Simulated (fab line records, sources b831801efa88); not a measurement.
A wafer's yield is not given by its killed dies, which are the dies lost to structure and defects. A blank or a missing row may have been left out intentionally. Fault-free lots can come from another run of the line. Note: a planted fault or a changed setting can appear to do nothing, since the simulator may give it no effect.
Which of the tools did it? | flow gf180mcu | route of 602 steps, sampled at 1 step: 13 lots, 39 wafers

== WHAT THE GAUGES SHOWED, per wafer ==
GF_VT_IMPLANT_TW_MEAS_32. Usual: VT_IMPLANT_3_TW 268, standard deviation 3.4.
lot  | measured     | on            | VT_IMPLANT_3_TW | flag
L709 | day 7 05:05  | film-metro-03 | 272 274 271     |
L710 | day 7 13:20  | film-metro-02 | 267 267 269     |
L711 | day 7 18:51  | film-metro-04 | 264 264 264     |
L712 | day 8 00:54  | film-metro-03 | 271 274 274     |
L713 | day 8 04:23  | film-metro-02 | 268 270 269     |
L714 | day 8 13:34  | film-metro-03 | 273 272 272     |
L717 | day 9 07:01  | film-metro-02 | 273 272 272     |
L718 | day 9 19:33  | film-metro-03 | 270 273 271     |
L719 | day 10 01:53 | film-metro-03 | 270 270 269     |
L723 | day 11 03:21 | film-metro-02 | 270 268 267     |
L724 | day 11 09:26 | film-metro-03 | 272 272 270     |
L725 | day 11 12:56 | film-metro-04 | 264 262 263     |
L731 | day 13 02:56 | film-metro-02 | 270 270 270     |

== WHAT TOOL EACH LOT RAN ON (gives the tool, then ch and the chambers of the sampled wafers, and finally the start) ==
Before these readings, the record contains no process step.

== AS READ BY THE TOOLS THEMSELVES (means over the sampled wafers that have a number; for cases with no such wafer, the mark the record gives instead) ==
The record holds no such reading with a usual standard deviation.

== THE ANSWER, worked out from the rows above alone ==
Rule: a lot counts as off when the mean over its wafers that have a number is more than 3 standard deviations away from the usual mean. Also off: a lot with no number at a reading for which 4 or more lots have one. The other lots that the step has rows for count as sound. Order of review: gauges by route order, followed by the tools' own readings, for which a lot's mean as printed above is used. The first step at which some lot is off is used, and at that step the reading that is off furthest; a lot without a number counts as furthest.
No lot is off on any of the readings shown, so nothing can be concluded from this.

== WHAT HAD BEEN PUT IN BY THE SIMULATOR ==
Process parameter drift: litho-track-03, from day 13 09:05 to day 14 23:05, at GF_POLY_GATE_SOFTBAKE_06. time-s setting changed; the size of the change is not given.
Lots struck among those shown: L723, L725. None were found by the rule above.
